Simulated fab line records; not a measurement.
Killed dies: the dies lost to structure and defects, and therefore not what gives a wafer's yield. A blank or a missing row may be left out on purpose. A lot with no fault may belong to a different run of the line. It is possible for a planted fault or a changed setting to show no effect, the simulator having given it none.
2 desks looking at one fault / flow sky130 / each desk holds nothing but its own numbers, with what lay behind them at the end

== THE METROLOGY DESK ==
Lot by lot, what the gauges showed, no matter which tool ran the lot: averages of those sampled wafers that carry a number. If a lot's mean is further than 4 standard deviations from the usual mean, the lot is out of limits and carries the mark OUT (the distance appears in the brackets).
Columns: A = VT_ADJUST_LVTN_OVL at SKY_VT_ADJUST_LVTN_OVL_MEAS_07, usual 0.8 nm
lot=L815; first seen here=day 6 20:09; A=2.6
lot=L820; first seen here=day 8 07:27; A=0.7
lot=L821; first seen here=day 8 15:08; A=0.3
lot=L822; first seen here=day 8 21:02; A=1.8
lot=L823; first seen here=day 9 02:25; A=1.6
lot=L825; first seen here=day 9 14:17; A=0.8
lot=L826; first seen here=day 9 22:20; A=1.8
lot=L827; first seen here=day 10 05:22; A=1.4
lot=L835; first seen here=day 12 07:07; A=-0.2
lot=L836; first seen here=day 12 13:52; A=1.5
lot=L838; first seen here=day 13 07:03; A=-0.2
Result from this desk: across the 11 lots, nothing is out of limits.

== DESK OF THE TOOL OWNER: lithoTrack-02 ==
The tool's own readings at SKY_VT_ADJUST_NCORE_COAT_02 (resist thk 1140 nm): means of the sampled wafers that have a number, for each lot that ran on this tool. If a lot's mean is further than 4 standard deviations from the usual mean, the lot is out of limits and carries the mark OUT (the distance appears in the brackets).
Columns: A = chillPlateTempC at SKY_VT_ADJUST_NCORE_COAT_02, usual 23.00 C; B = spinSpeedRpm at SKY_VT_ADJUST_NCORE_COAT_02, usual 3000.2 rpm
lot=L823; first seen here=day 10 12:00; A=22.97; B=2998.5
lot=L827; first seen here=day 11 14:48; A=22.93; B=2999.0
lot=L835; first seen here=day 13 20:34; A=22.88; B=2641.7 (-99 or more) OUT
lot=L836; first seen here=day 14 03:41; A=22.97; B=2643.5 (-99 or more) OUT
This desk's finding: out of limits on L835, L836; first on L835, day 13 20:34 (spinSpeedRpm at SKY_VT_ADJUST_NCORE_COAT_02). L823, L827 stayed within limits.

== PUT TOGETHER ==
The tool owner's desk had the chance to raise an alarm at day 13 20:34 on L835, L836.
Metrology desk: nothing out of limits seen.
The metrology desk has L835, L836 on record, within its limits.
All the named lots went through SKY_VT_ADJUST_NCORE_COAT_02 on lithoTrack-02.

== WHAT THE SIMULATOR HAD INSERTED ==
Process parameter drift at SKY_VT_ADJUST_NCORE_COAT_02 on lithoTrack-02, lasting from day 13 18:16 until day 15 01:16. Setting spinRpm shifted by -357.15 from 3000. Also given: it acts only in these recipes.
Struck lots among those shown: L835, L836.
Time in hours from fault onset to the first out-of-limits reading at each desk: the tool owner's desk, 2.
